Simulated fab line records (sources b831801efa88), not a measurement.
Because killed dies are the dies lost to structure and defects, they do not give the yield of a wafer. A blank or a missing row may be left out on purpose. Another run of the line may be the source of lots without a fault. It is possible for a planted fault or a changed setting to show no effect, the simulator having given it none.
8D (eight disciplines) problem report, filled in by code -- flow gf180mcu -- the parts of the form that need people (team, actions taken, sign-off) are left out

1. WHAT IS WRONG
At GF_M5_METAL_ETCH_10, bias w averages 206.8 W over 6 wafers from 2 lots, while fault-free wafers read 140.1 W, standard deviation 0.44. That is +99 or more standard deviations from the usual mean.
The step: etches the open film in Cl2/BCl3, stops on SiO2, target depth 750.8 nm, time 125.1 s.
Seen first at day 33 17:29 on rie metal-04, wafer L878.1. Wafers with a number at this step in the record: 36, from 12 lots. By rule, "out" or "out of limits" means more than 4 standard deviations away from the usual mean. Any other wafer with a number is counted as sound.

2. WHAT THIS IS AND IS NOT
question,is,is not
which readings at this step,bias w,"drypump motor current A, oes product au"
which lots,"L878, L879","L858, L859, L860, L861, L862, L864, L865, L868, L870, L881"
which wafers of those lots,all that have a number,-
read on which tools,rie metal-04,"rie metal-01, rie metal-02"
when,from day 33 17:29,up to then (27 sound wafers); but 3 sound wafers of L881 came after

3. WHAT RULES OUT EACH SUSPECT
Counting: any tool at a process step up to the reading is kept as a suspect provided that every lot that is out went through it and no sound lot did after the first of them.
- pecvd-01 at GF_MIM_CVD_05 (deposits Si3N4, target thk 42 nm, time 29.086 s): ruled out as a lasting fault. Following L878 (day 32 04:54), the first lot on it that is out, the sound lots L881 were run on it.
- rie metal-04 at GF_M5_METAL_ETCH_10 (etches the open film in Cl2/BCl3, stops on SiO2, target depth 750.8 nm, time 125.1 s): kept. It processed each lot that is out, first L878 at day 33 17:29, and no sound lot thereafter; up to then, the last sound lot it processed was L861 at day 29 11:02. On those wafers its own readings are out: bias w.
Left after counting: rie metal-04 at GF_M5_METAL_ETCH_10.

4. THE CAUSE (what the simulator had put in)
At GF_M5_METAL_ETCH_10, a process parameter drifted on rie metal-04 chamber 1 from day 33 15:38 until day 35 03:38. Setting bias w shifted by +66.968 from 140. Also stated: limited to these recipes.
Only this tool survived the counting.

5. THE CHAIN OF EFFECTS, in route order
Each row: a reading whose mean over the struck wafers that have a number lies more than 3 standard deviations from the usual. Only readings whose record carries a usual standard deviation are examined. hours: median over the lots of the time between each lot's start at the first step of this table that gives one and its start at this step. sigmas: the change, counted in usual standard deviations.
hours,step,reading,usual,on struck wafers,change,sigmas
0,GF_M5_METAL_ETCH_10,bias w,140.1 W,206.8,+66.8,+99 or more
0,GF_M5_STRIP_11,oes product au,0.523 a.u.,0.504,-0.019,-3.8
0,GF_M5_STRIP_11,strip time to endpoint s,7.02 s,6.63,-0.39,-6.1
It contains these process steps:
- GF_M5_METAL_ETCH_10: etches the open film in Cl2/BCl3, stops on SiO2, target depth 750.8 nm, time 125.1 s.
- GF_M5_STRIP_11: strips in O2/N2.

6. WHAT WOULD HAVE CAUGHT IT SOONER
In this record no reading fell out of limits until day 33 17:29, 2 hours after the fault had begun at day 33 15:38.
